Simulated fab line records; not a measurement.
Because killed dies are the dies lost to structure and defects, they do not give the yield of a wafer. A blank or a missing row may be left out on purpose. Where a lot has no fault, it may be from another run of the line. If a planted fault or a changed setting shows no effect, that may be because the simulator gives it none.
Struck lot and sound lot, side by side :: flow sky130 :: 18 out of 708 route steps
Sound: the wafers L197.1, L197.2, L197.4. Struck: wafers L199.1, L199.5, L199.6. Last of all comes the cause.
Order at every step that has rows: each side's tool, ch and its chambers, its first start. Under that, the readings that differ: sound wafers :: struck wafers :: difference of the means :: sigmas: that difference in standard deviations of wafers without a fault.
alike: readings with means less than 2 such deviations apart, plus words and numbers identical on both sides. not compared: withheld readings, readings lacking a value on some wafer, bounds such as >300 that could conceal the same value, and numbers that have no deviation in the record and whose values overlap.
Wherever a step has rows on one side only, a row that says differs or no value, or a row with sigmas, the two part there. Numbers that have no deviation but don't overlap get no sigmas and don't part them. A reading missing from all wafers of one side parts the sides only when that side holds two or more wafers.

first, 2 steps without rows for these wafers: SKY_GATE_OXIDE_CLEAN_00 (cleans in SC1/SC2, time 150 s); SKY_GATE_OXIDE_OXIDATION_01 (stabilise 600 s, purge 300 s, target thk 10.268 nm).
SKY_GATE_OXIDE_THK_MEAS_02:
  sound on film metro-04 at day 16 03:02; struck on film metro-04 at day 16 04:27
  alike: GATE_OXIDE_OXIDATION_00_THK
then, 7 steps without rows for these wafers: SKY_GATE_OXIDE_DEHYDRATE_03 (time 60 s); SKY_GATE_OXIDE_HMDS_04 (prime time 60 s); SKY_GATE_OXIDE_COAT_05 (resist thk 1140 nm); SKY_GATE_OXIDE_SOFTBAKE_06 (time 60 s); SKY_GATE_OXIDE_EXPOSE_07 (exposes mask LVOM, target cd 600 nm); SKY_GATE_OXIDE_PEB_08; SKY_GATE_OXIDE_DEVELOP_09 (develop time 60 s).
SKY_GATE_OXIDE_OVL_MEAS_10:
  sound on overlay-02 at day 17 07:04; struck on overlay-01 at day 17 08:10
  alike: GATE_OXIDE_OVL
after that, 1 step had no rows for these wafers: SKY_GATE_OXIDE_IMPLANT_11.
SKY_GATE_OXIDE_WET_ETCH_12: etches SiO2 in dHF, target depth 16.8 nm, time 336 s.
  sound on wet bench-04 ch 3, day 17 07:14; struck on wet bench-03 ch 3, day 17 08:20
  no value came back on the struck wafers for bath heat duty pct (%), run length s (s); on the sound wafers bath heat duty pct (%) reads 4.7 6.0 6.5
reading: model.SiO2_of_FIELD_ISO_CVD_24.thk nm (nm)
sound: 363.5 365.2 361.7
struck: 384.4 383.5 381
difference: +19.5
sigmas: 
SKY_GATE_OXIDE_STRIP_13: strips in O2/N2.
  sound on plasma asher-04 ch 0,1, day 17 07:22; struck on plasma asher-04 ch 0,1, day 17 08:27
reading: strip time to endpoint s (s)
sound: 14.13 14.14 14.13
struck: 14.22 14.21 14.22
difference: +0.08
sigmas: +2
  alike: drypump motor current A, o2 flow sccm, oes product au
  not compared: rf hours counter h
SKY_GATE_OXIDE_TW_MEAS_14:
  sound on film metro-02 at day 17 07:28; struck on film metro-04 at day 17 08:33
  alike: GATE_OXIDE_TW
SKY_GATE_OXIDE_CLEAN_15: cleans in SC1/SC2, time 150 s.
  sound on wet bench-03 ch 3, day 17 07:31; struck on wet bench-01 ch 2, day 17 08:37
reading: model.SiO2_of_FIELD_ISO_CVD_24.thk nm (nm)
sound: 362.8 364.5 361
struck: 383.7 382.8 380.3
difference: +19.5
sigmas: 
  alike: bath guard temp C
then, 1 step without rows for these wafers: SKY_GATE_OXIDE_OXIDATION_16 (stabilise 600 s, purge 300 s, target thk 3.57 nm).
-- here the record skips 31 days between the struck wafers' starts before and after, leaving off in module GATE_OXIDE and picking up in module PAD_OPEN (first step shown: number 708 of the route) --
SKY_PAD_OPEN_PROBE_99:
  sound on prober-02 at day 48 06:14; struck on prober-01 at day 48 13:07
reading: hold
sound: - - -
struck: await dispo/2.9h/scrap await dispo/2.9h/scrap await dispo/2.9h/scrap
difference: no value on the sound wafers
sigmas: 

reading: killed at front end
sound: 15 11 19
struck: 420 412 410
difference: +399
sigmas: +97

reading: killed dies
sound: 97 88 116
struck: 492 492 492
difference: +392
sigmas: +42

reading: killed on rim
sound: 20 12 18
struck: 96 96 96
difference: +79
sigmas: +21
  alike: killed_at_M0_to_M3, killed_at_M4_up, killed at contacts, killed at other, killed open, killed short

## WHERE THEY PART
First at SKY_GATE_OXIDE_WET_ETCH_12; last, within this record, at SKY_PAD_OPEN_PROBE_99.

WHY: whatever the simulator had introduced
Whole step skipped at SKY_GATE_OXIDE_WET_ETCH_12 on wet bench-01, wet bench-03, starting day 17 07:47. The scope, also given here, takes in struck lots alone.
